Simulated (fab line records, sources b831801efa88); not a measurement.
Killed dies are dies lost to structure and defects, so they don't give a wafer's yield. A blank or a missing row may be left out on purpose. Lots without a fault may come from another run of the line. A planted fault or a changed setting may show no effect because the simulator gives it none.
Chamber matching | flow gf180mcu | GF_V4_CMP_04 on cmp-01: 4 sister chambers
The step polishes SiO2. 18 wafers are shown with their chamber, then 9 later ones without.

WAFERS WITH THEIR CHAMBER
wafer  | chamber | motor_current_A (A) | head_pressure_psi (psi) | edge_zone_pressure_frac
L867.1 | 1       | 11.8                | 3.985                   | 0.994
L867.2 | 2       | 9.3                 | 3.981                   | 0.996
L867.4 | 0       | 10.9                | 3.999                   | 0.997
L868.2 | 0       | 10.8                | 4.003                   | 1.000
L868.3 | 1       | 11.5                | 3.991                   | 1.007
L868.4 | 2       | 8.8                 | 4.004                   | 1.002
L869.1 | 0       | 12.0                | 4.004                   | 0.995
L869.4 | 1       | 11.9                | 4.007                   | 1.003
L869.5 | 1       | 12.0                | 4.014                   | 1.005
L870.2 | 1       | 12.0                | 4.001                   | 1.000
L870.3 | 3       | 8.8                 | 3.983                   | 1.000
L870.4 | 2       | 9.2                 | 4.015                   | 0.992
L872.1 | 3       | 9.2                 | 3.992                   | 1.006
L872.4 | 1       | 11.8                | 4.002                   | 0.998
L872.5 | 3       | 9.1                 | 3.984                   | 0.999
L874.4 | 1       | 12.0                | 4.000                   | 1.004
L874.5 | 3       | 9.0                 | 3.984                   | 1.006
L874.6 | 0       | 11.3                | 4.004                   | 1.000

SIGNATURES (means of the wafers above)
reading                 | chamber 0 | chamber 1 | chamber 2 | chamber 3 | scatter within a chamber
motor_current_A         | 11.250    | 11.857    | 9.100     | 9.025     | 0.306
head_pressure_psi       | 4.00250   | 4.00000   | 4.00000   | 3.98575   | 0.00936
edge_zone_pressure_frac | 0.99800   | 1.00157   | 0.99667   | 1.00275   | 0.00408
Rule: a wafer's distance from a chamber is the root of the sum, over the readings, of the square of ((its reading less the chamber's mean) divided by the reading's scatter). The wafer belongs to the nearest chamber; if the next one is less than 2 further off, it can't be placed. The scatter: the root of (the sum of the squares of (reading less its chamber's mean) over the shown wafers, divided by (wafers less chambers)).

WAFERS WITHOUT THEIR CHAMBER
wafer  | motor_current_A (A) | head_pressure_psi (psi) | edge_zone_pressure_frac
L878.1 | 9.2                 | 3.993                   | 0.996
L878.2 | 11.4                | 4.007                   | 1.003
L878.5 | 9.5                 | 3.987                   | 0.995
L877.1 | 9.5                 | 4.017                   | 0.998
L877.3 | 11.3                | 4.005                   | 0.999
L877.5 | 11.8                | 4.000                   | 1.008
L879.1 | 11.2                | 3.986                   | 1.004
L879.3 | 9.6                 | 3.989                   | 0.997
L879.6 | 11.4                | 3.994                   | 1.001

WHICH CHAMBER EACH WENT THROUGH
wafer  | from the rows above     | in truth
L878.1 | can't be placed: 2 or 3 | 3
L878.2 | can't be placed: 0 or 1 | 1
L878.5 | can't be placed: 2 or 3 | 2
L877.1 | can't be placed: 2 or 3 | 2
L877.3 | can't be placed: 0 or 1 | 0
L877.5 | can't be placed: 1 or 0 | 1
L879.1 | can't be placed: 0 or 1 | 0
L879.3 | can't be placed: 2 or 3 | 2
L879.6 | can't be placed: 0 or 1 | 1
Placed correctly: 0 of 9. Can't be placed from these rows: 9 (the true chamber is among the candidates in 9). Placed wrongly: 0.
